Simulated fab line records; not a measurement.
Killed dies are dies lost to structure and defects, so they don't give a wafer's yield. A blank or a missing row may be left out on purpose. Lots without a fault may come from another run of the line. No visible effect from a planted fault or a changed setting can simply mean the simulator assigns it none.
fab line records ; flow sky130
record lots=13; wafers=39; last-day=50
route steps=708 shown LI_CONTACT@363 METAL1@440 PAD_OPEN@708
lots that met no fault: from a run of the same line without faults
start-h: the number of hours between the record's first day and the start of the first shown wafer of the lot ; wait-h: hours elapsed since this lot's preceding step ; " unchanged from the row above ; L1.1+2: a row that stands for several wafers ; - no value, or no start given ; * or withheld: withheld ; < > ~ a bound
route shown NAME@n: a module of which the file shows steps, and the number in the route of the first ; usual: mean/standard deviation of fault-free wafers ; same: alike in all rows ; chamber/n: place in a boat ; sites: readings site by site ; _std_site: standard deviation across them ; _edge_site: inner sites' mean taken away from outer sites' mean ; radius-mm: for every site, how far away it sits from the centre of the wafer ; mask NAME#n: copy n ; behind: the last tool/chamber to shape the wafer ; hold: cause of the lot's hold/its duration in hours/its outcome ; device: which transistor (n, p or np) failed to switch ; end of line: the same wafers' tests at the end of the route ; where a step has no rows: the recipe by itself ; killed: not the wafer's yield, but the dies lost to structure and defects at the first sort ; map: shows each die of a wafer: x if killed, . if not, _ if none is there
set.NAME: the setting the step ran with; set.NAME@STEP: the setting that earlier step ran with ; model.NAME: the simulator's own value behind a step, which no gauge read
steps of the route over a sample of lots; a table a step, a row a wafer
services: from which hour (start-h, from the record's first day; less than 0 if before it) a tool's chamber was out of use, for how many hours, and why
## steps
# step SKY_LI_CONTACT_THK_MEAS_01
# recipe reads=PSG_of_LI_CONTACT_HDPCVD_00
# usual LI_CONTACT_HDPCVD_THK=935/8.7
lot.wafer;tool;chamber;start-h;wait-h;LI_CONTACT_HDPCVD_THK[nm]
L830.1;film-metro-02;-;691.79;0.1;934
L830.4;film-metro-02;-;691.79;0.1;937
L830.6;film-metro-02;-;691.79;0.1;949
L833.3;film-metro-02;-;715.21;0.1;935
L833.5;film-metro-02;-;715.21;0.1;943
L833.6;film-metro-02;-;715.21;0.1;941
L834.1;film-metro-04;-;715.87;0.1;927
L834.3;film-metro-04;-;715.87;0.1;928
L834.4;film-metro-04;-;715.87;0.1;924
L837.1;film-metro-04;-;732.00;0.1;940
L837.2;film-metro-04;-;732.00;0.1;945
L837.5;film-metro-04;-;732.00;0.1;943
L839.2;film-metro-02;-;743.61;0.1;936
L839.3;film-metro-02;-;743.61;0.1;934
L839.5;film-metro-02;-;743.61;0.1;939
L840.1;film-metro-01;-;751.01;0.1;938
L840.2;film-metro-01;-;751.01;0.1;943
L840.4;film-metro-01;-;751.01;0.1;934
L841.3;film-metro-01;-;761.57;0.1;934
L841.5;film-metro-01;-;761.57;0.1;940
L841.6;film-metro-01;-;761.57;0.1;938
L844.3;film-metro-01;-;792.07;0.1;939
L844.5;film-metro-01;-;792.07;0.1;939
L844.6;film-metro-01;-;792.07;0.1;947
L843.1;film-metro-04;-;792.33;0.1;936
L843.3;film-metro-04;-;792.33;0.1;929
L843.6;film-metro-04;-;792.33;0.1;925
L845.2;film-metro-01;-;793.51;0.1;924
L845.3;film-metro-01;-;793.51;0.1;947
L845.6;film-metro-01;-;793.51;0.1;935
L846.2;film-metro-04;-;799.92;0.1;933
L846.4;film-metro-04;-;799.92;0.1;928
L846.6;film-metro-04;-;799.92;0.1;917
L849.1;film-metro-01;-;823.78;0.1;940
L849.5;film-metro-01;-;823.78;0.1;924
L849.6;film-metro-01;-;823.78;0.1;931
L850.2;film-metro-04;-;826.07;0.1;923
L850.5;film-metro-04;-;826.07;0.1;936
L850.6;film-metro-04;-;826.07;0.1;949
# step SKY_LI_CONTACT_STRIP_16
# recipe chemistry=O2/N2; power-w=1400; pressure-mtorr=1500; platen-temp-c=withheld; o2-flow-sccm=3000; n2-flow-sccm=300; overash-fraction=0.5
# usual drypump-motor-current-A=5.81/0.2; oes-product-au=0.375/0.0047; strip-time-to-endpoint-s=3.492/0.026
# same overash-fraction=0.5
lot.wafer;tool;chamber;start-h;wait-h;drypump-motor-current-A;oes-product-au;rf-hours-counter-h;strip-time-to-endpoint-s
L830.1;plasma-asher-04;0;721.21;-;5.81;0.371;98;3.547
L830.4;plasma-asher-04;1;721.21;-;6.14;0.373;-;3.510
L830.6;plasma-asher-04;1;721.21;-;6.14;0.372;-;3.530
L833.3;plasma-asher-03;0;743.49;-;5.62;0.380;-;3.456
L833.5;plasma-asher-03;1;743.49;-;5.75;0.379;-;3.462
L833.6;plasma-asher-03;0;743.49;-;5.61;0.375;-;3.473
L834.1;plasma-asher-03;1;744.70;-;5.73;0.373;30;3.471
L834.3;plasma-asher-03;0;744.70;-;5.62;0.368;-;3.442
L834.4;plasma-asher-03;1;744.70;-;5.74;0.374;-;3.476
L837.1;plasma-asher-04;1;760.35;-;6.16;0.375;1;3.494
L837.2;plasma-asher-04;0;760.35;-;5.80;0.370;1;3.461
L837.5;plasma-asher-04;1;760.35;-;6.15;0.366;-;3.463
L839.2;plasma-asher-04;1;771.36;-;6.13;0.371;2;3.490
L839.3;plasma-asher-04;1;771.36;-;6.15;0.371;-;3.499
L839.5;plasma-asher-04;1;771.36;-;6.15;0.372;-;3.510
L840.1;plasma-asher-04;1;777.90;-;6.13;0.377;3;3.493
L840.2;plasma-asher-04;0;777.90;-;5.80;0.376;3;3.508
L840.4;plasma-asher-04;0;777.90;-;5.83;0.370;-;3.485
L841.3;plasma-asher-02;0;788.59;-;5.55;0.378;-;3.482
L841.5;plasma-asher-02;0;788.59;-;5.58;0.376;-;3.501
L841.6;plasma-asher-02;1;788.59;-;5.84;0.372;-;3.459
L844.3;plasma-asher-04;1;819.14;-;6.17;0.375;-;3.504
L844.5;plasma-asher-04;0;819.14;-;5.82;0.371;-;3.487
L844.6;plasma-asher-04;1;819.14;-;6.15;0.381;-;3.518
L843.1;plasma-asher-03;0;819.32;-;5.59;0.379;37;3.494
L843.3;plasma-asher-03;1;819.32;-;5.73;0.381;-;3.500
L843.6;plasma-asher-03;0;819.32;-;5.62;0.375;-;3.538
L845.2;plasma-asher-02;0;820.47;-;5.56;0.368;66;3.469
L845.3;plasma-asher-02;0;820.47;-;5.55;0.377;-;3.486
L845.6;plasma-asher-02;0;820.47;-;5.54;0.368;-;3.492
L846.2;plasma-asher-04;1;826.56;-;6.13;0.371;8;3.473
L846.4;plasma-asher-04;1;826.56;-;6.16;0.379;-;3.475
L846.6;plasma-asher-04;0;826.56;-;5.84;0.373;-;3.490
L849.1;plasma-asher-04;0;850.56;-;5.83;0.387;10;3.504
L849.5;plasma-asher-04;0;850.56;-;5.81;0.369;-;3.472
L849.6;plasma-asher-04;1;850.56;-;6.12;0.369;-;3.468
L850.2;plasma-asher-03;1;852.11;-;5.75;0.383;41;3.507
L850.5;plasma-asher-03;1;852.11;-;5.75;0.373;-;3.500
L850.6;plasma-asher-03;0;852.11;-;5.61;0.382;-;3.510
# step SKY_LI_CONTACT_CMP_24
# recipe stop-on=PSG; t-overpolish-s=20; down-force-psi=3.5; platen-rpm=60; target-thk-nm=0; pad-velocity-m-s=0.94248
# usual edge-zone-pressure-frac=1.000/0.0051; head-pressure-psi=3.500/0.0082; motor-current-A=11.2/0.92; overpolish-run-s=20.000/0.0087; time-to-endpoint-s=97/3.6
lot.wafer;tool;chamber;start-h;wait-h;edge-zone-pressure-frac;head-pressure-psi;motor-current-A;overpolish-run-s;time-to-endpoint-s
L830.1;cmp-01;3;722.05;0.1;0.998;3.486;11.3;20.010;93
L830.4;cmp-01;0;722.05;0.1;1.001;3.498;10.7;19.990;92
L830.6;cmp-01;1;722.05;0.1;1.007;3.517;12.7;20.008;95
L833.3;cmp-01;2;744.25;0.1;1.002;3.500;11.6;20.012;94
L833.6;cmp-01;1;744.25;0.1;0.999;3.505;12.8;19.995;98
L833.5;cmp-01;2;744.25;0.1;1.000;3.501;10.3;19.985;93
L834.3;cmp-01;2;745.45;0.0;0.995;3.497;11.1;20.017;95
L834.1;cmp-01;0;745.45;0.0;1.000;3.497;10.3;20.015;102
L834.4;cmp-01;1;745.45;0.0;1.003;3.497;12.9;19.997;103
L837.2;cmp-01;0;761.31;0.1;1.007;3.490;11.0;19.995;100
L837.1;cmp-01;2;761.31;0.1;0.991;3.498;10.5;19.992;96
L837.5;cmp-01;3;761.31;0.1;0.999;3.487;11.0;19.996;97
L839.3;cmp-01;3;772.10;0.0;1.003;3.505;10.9;19.990;97
L839.2;cmp-01;2;772.10;0.0;0.998;3.497;11.3;20.016;98
L839.5;cmp-01;3;772.10;0.0;1.000;3.511;10.9;19.992;97
L840.2;cmp-02;0;778.74;0.1;0.995;3.506;12.4;19.999;96
L840.4;cmp-02;1;778.74;0.1;1.003;3.502;11.5;20.015;106
L840.1;cmp-02;2;778.74;0.1;1.001;3.501;10.2;19.988;102
L841.3;cmp-02;3;789.55;0.3;1.010;3.505;10.7;20.001;101
L841.6;cmp-02;0;789.55;0.3;0.992;3.497;12.0;19.998;95
L841.5;cmp-02;1;789.55;0.3;0.998;3.496;11.0;19.995;97
L844.3;cmp-02;0;820.01;0.2;-;-;-;-;-
L844.5;cmp-02;1;820.01;0.2;-;-;-;-;-
L844.6;cmp-02;2;820.01;0.2;-;-;-;-;-
L843.1;cmp-01;0;820.18;0.2;-;-;-;-;-
L843.3;cmp-01;2;820.18;0.2;-;-;-;-;-
L843.6;cmp-01;3;820.18;0.2;-;-;-;-;-
L845.2;cmp-01;1;821.25;0.1;-;-;-;-;-
L845.3;cmp-01;2;821.25;0.1;-;-;-;-;-
L845.6;cmp-01;0;821.25;0.1;-;-;-;-;-
L846.2;cmp-01;0;827.36;0.1;0.999;3.498;9.8;19.992;95
L846.4;cmp-01;2;827.36;0.1;1.010;3.495;10.9;19.999;92
L846.6;cmp-01;0;827.36;0.1;0.999;3.507;9.7;19.999;92
L849.1;cmp-02;1;851.35;0.1;0.990;3.495;10.9;20.010;95
L849.6;cmp-02;0;851.35;0.1;0.994;3.503;12.1;20.011;95
L849.5;cmp-02;1;851.35;0.1;0.993;3.498;12.3;20.003;94
L850.2;cmp-01;0;853.03;0.2;1.002;3.500;9.9;20.007;96
L850.6;cmp-01;1;853.03;0.2;1.009;3.500;12.5;19.998;97
L850.5;cmp-01;2;853.03;0.2;1.004;3.505;10.5;20.011;91
# step SKY_METAL1_THK_MEAS_06
# recipe thk-meas-gauge=xrf; reads=AlCu_of_METAL1_SPUTTER_02
# usual METAL1_ALCU_THK=251.7/2.9
lot.wafer;tool;chamber;start-h;wait-h;METAL1_ALCU_THK[nm]
L830.1;film-metro-02;-;780.11;0.1;247.8
L830.4;film-metro-02;-;780.11;0.1;247.9
L830.6;film-metro-02;-;780.11;0.1;246.5
L833.3;film-metro-01;-;801.15;0.1;252.9
L833.5;film-metro-01;-;801.15;0.1;249.9
L833.6;film-metro-01;-;801.15;0.1;253.8
L834.1;film-metro-01;-;802.21;0.1;256.1
L834.3;film-metro-01;-;802.21;0.1;251.4
L834.4;film-metro-01;-;802.21;0.1;256.8
L837.1;film-metro-03;-;817.94;0.1;252.7
L837.2;film-metro-03;-;817.94;0.1;248.6
L837.5;film-metro-03;-;817.94;0.1;251.0
L839.2;film-metro-03;-;828.96;0.1;257.5
L839.3;film-metro-03;-;828.96;0.1;254.3
L839.5;film-metro-03;-;828.96;0.1;256.5
L840.1;film-metro-03;-;834.83;0.1;257.0
L840.2;film-metro-03;-;834.83;0.1;258.7
L840.4;film-metro-03;-;834.83;0.1;259.5
L841.3;film-metro-02;-;846.55;0.1;247.6
L841.5;film-metro-02;-;846.55;0.1;249.6
L841.6;film-metro-02;-;846.55;0.1;248.1
L846.2;film-metro-01;-;882.64;0.1;250.7
L846.4;film-metro-01;-;882.64;0.1;247.8
L846.6;film-metro-01;-;882.64;0.1;250.1
L849.1;film-metro-02;-;906.14;0.1;250.1
L849.5;film-metro-02;-;906.14;0.1;253.1
L849.6;film-metro-02;-;906.14;0.1;252.0
L850.2;film-metro-01;-;908.05;0.1;251.3
L850.5;film-metro-01;-;908.05;0.1;253.2
L850.6;film-metro-01;-;908.05;0.1;252.7
# step SKY_PAD_OPEN_PROBE_99
# usual killed_at_M0_to_M3=44/7.3; killed_at_M4_up=3.4/1.7; killed-at-contacts=24/5.3; killed-at-front-end=15/4.1; killed-at-other=0.4/0.68; killed-dies=87/9.5; killed-on-rim=17/3.8; killed-open=48/7.1; killed-short=39/5.8
# same gross-dies=492; killed-at-back-side=0
lot.wafer;tool;chamber;start-h;wait-h;killed_at_M0_to_M3;killed_at_M4_up;killed-at-contacts;killed-at-front-end;killed-at-other;killed-dies;killed-on-rim;killed-open;killed-short
L844.3;prober-02;-;1175.94;0.2;37;5;430;20;0;492;96;42;38
L844.5;prober-02;-;1176.04;0.2;48;6;426;10;2;492;96;48;45
L844.6;prober-02;-;1176.09;0.2;43;3;432;13;1;492;96;42;33
L845.2;prober-01;-;1176.69;0.1;47;4;421;20;0;492;96;49;45
L845.3;prober-01;-;1176.74;0.2;53;7;421;11;0;492;96;51;39
L845.6;prober-01;-;1176.89;0.2;40;2;437;13;0;492;96;43;42
L843.1;prober-02;-;1177.34;0.1;38;1;441;12;0;492;96;40;32
L843.3;prober-02;-;1177.44;0.2;38;3;433;18;0;492;96;38;34
L843.6;prober-02;-;1177.59;0.2;43;3;422;24;0;492;96;58;37
# killed by level:class
L844.3 LI_CONTACT:area-cmp=411 VIA1:geometric-particle:open=11 LI_CONTACT:geometric-particle:open=8 VIA2:geometric-particle:open=6 CONTACT:geometric-particle:open=5 METAL2:geometric-particle:short=5 FIELD_ISO:geometric-particle:short=4 POLY_GATE:geometric-particle:open=4
L844.5 LI_CONTACT:area-cmp=399 CONTACT:geometric-particle:open=10 VIA1:geometric-particle:open=9 METAL2:geometric-particle:short=9 LI_CONTACT:geometric-particle:open=8 VIA1:geometric-particle:short=8 FIELD_ISO:geometric-particle:open=6 CONTACT:geometric-particle:short=6
L844.6 LI_CONTACT:area-cmp=417 VIA1:geometric-particle:open=9 METAL1:geometric-particle:short=6 VIA2:geometric-particle:open=6 VIA3:geometric-particle:open=6 LI_CONTACT:geometric-particle:open=5 CONTACT:geometric-particle:short=5 METAL2:geometric-particle:short=5
L845.2 LI_CONTACT:area-cmp=397 VIA1:geometric-particle:open=11 CONTACT:geometric-particle:open=9 VIA2:geometric-particle:open=7 VIA1:geometric-particle:short=7 POLY_GATE:geometric-particle:open=6 METAL1:geometric-particle:short=6 LI_CONTACT:geometric-particle:short=5
L845.3 LI_CONTACT:area-cmp=402 VIA1:geometric-particle:open=10 VIA3:geometric-particle:open=9 VIA2:geometric-particle:open=9 CONTACT:geometric-particle:open=8 METAL1:geometric-particle:short=8 VIA2:geometric-particle:short=5 CONTACT:geometric-particle:short=4
L845.6 LI_CONTACT:area-cmp=407 CONTACT:geometric-particle:open=12 VIA2:geometric-particle:open=10 VIA1:geometric-particle:open=8 CONTACT:geometric-particle:short=7 METAL2:geometric-particle:short=5 FIELD_ISO:geometric-particle:short=4 VIA1:geometric-particle:short=4
L843.1 LI_CONTACT:area-cmp=420 VIA1:geometric-particle:open=8 METAL1:geometric-particle:short=7 CONTACT:geometric-particle:open=7 FIELD_ISO:geometric-particle:short=6 LI_CONTACT:geometric-particle:open=6 VIA2:geometric-particle:open=6 FIELD_ISO:geometric-particle:open=3
L843.3 LI_CONTACT:area-cmp=419 VIA1:geometric-particle:open=7 VIA3:geometric-particle:open=7 LI_CONTACT:geometric-particle:open=6 VIA2:geometric-particle:short=6 FIELD_ISO:geometric-particle:short=5 CONTACT:geometric-particle:open=5 FIELD_ISO:geometric-particle:open=4
L843.6 LI_CONTACT:area-cmp=396 LI_CONTACT:geometric-particle:open=12 VIA1:geometric-particle:open=11 VIA2:geometric-particle:open=10 POLY_GATE:geometric-particle:open=8 CONTACT:geometric-particle:short=7 FIELD_ISO:geometric-particle:open=5 METAL2:geometric-particle:open=5
## services
tool;chamber;start-h;hours;kind
plasma-asher-02;-;720.21;6.1;repair
plasma-asher-04;-;733.75;9.0;pm
plasma-asher-04;0;733.75;9.0;vent-cycle
plasma-asher-04;1;733.75;9.0;vent-cycle
plasma-asher-04;0;742.75;-;clean
plasma-asher-04;1;742.75;-;clean
cmp-02;-;744.17;4.0;pm
cmp-02;-;748.17;-;consumable-replace:conditioner
cmp-02;-;748.17;-;consumable-replace:pad
plasma-asher-04;-;755.77;4.2;repair
cmp-01;-;797.76;6.6;pm
cmp-02;-;821.63;5.8;pm
plasma-asher-02;-;846.21;5.5;repair
plasma-asher-04;-;847.00;1.6;repair
## key
first-sign step=SKY_LI_CONTACT_CMP_24; reading=tool-record; direction=missing
effect step=SKY_PAD_OPEN_PROBE_99; reading=killed-at-contacts; direction=up; sigmas=76; usual=24; struck=429
more-kills-born-at SKY_LI_CONTACT_CMP_24@cmp-01=2429; SKY_LI_CONTACT_CMP_24@cmp-02=1219
met-at SKY_LI_CONTACT_CMP_24
struck-lots L843,L844,L845
later-rows-left-out L843.1,L843.3,L843.6,L844.3,L844.5,L844.6,L845.2,L845.3,L845.6
tester-left-out L843,L844,L845
not-acting-at SKY_LI_CONTACT_THK_MEAS_01,SKY_LI_CONTACT_STRIP_16,SKY_METAL1_THK_MEAS_06
onset-between 789.55 820.01
fault kind=skipped-step-whole; tool=cmp-01,cmp-02; chamber=-; onset-h=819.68; steps=SKY_LI_CONTACT_CMP_24; scope=struck-lots-only
# tester-left-out: of these lots the tester's yield and bins aren't shown, on N5 and GAA mostly nor the transistor test; their killed dies are dies lost to structure and defects alone, not to doping, threshold or leakage, so they don't give the yield
# later-rows-left-out: the simulator's readings of these wafers behind a module that went badly wrong aren't trusted and aren't shown, but for the sort
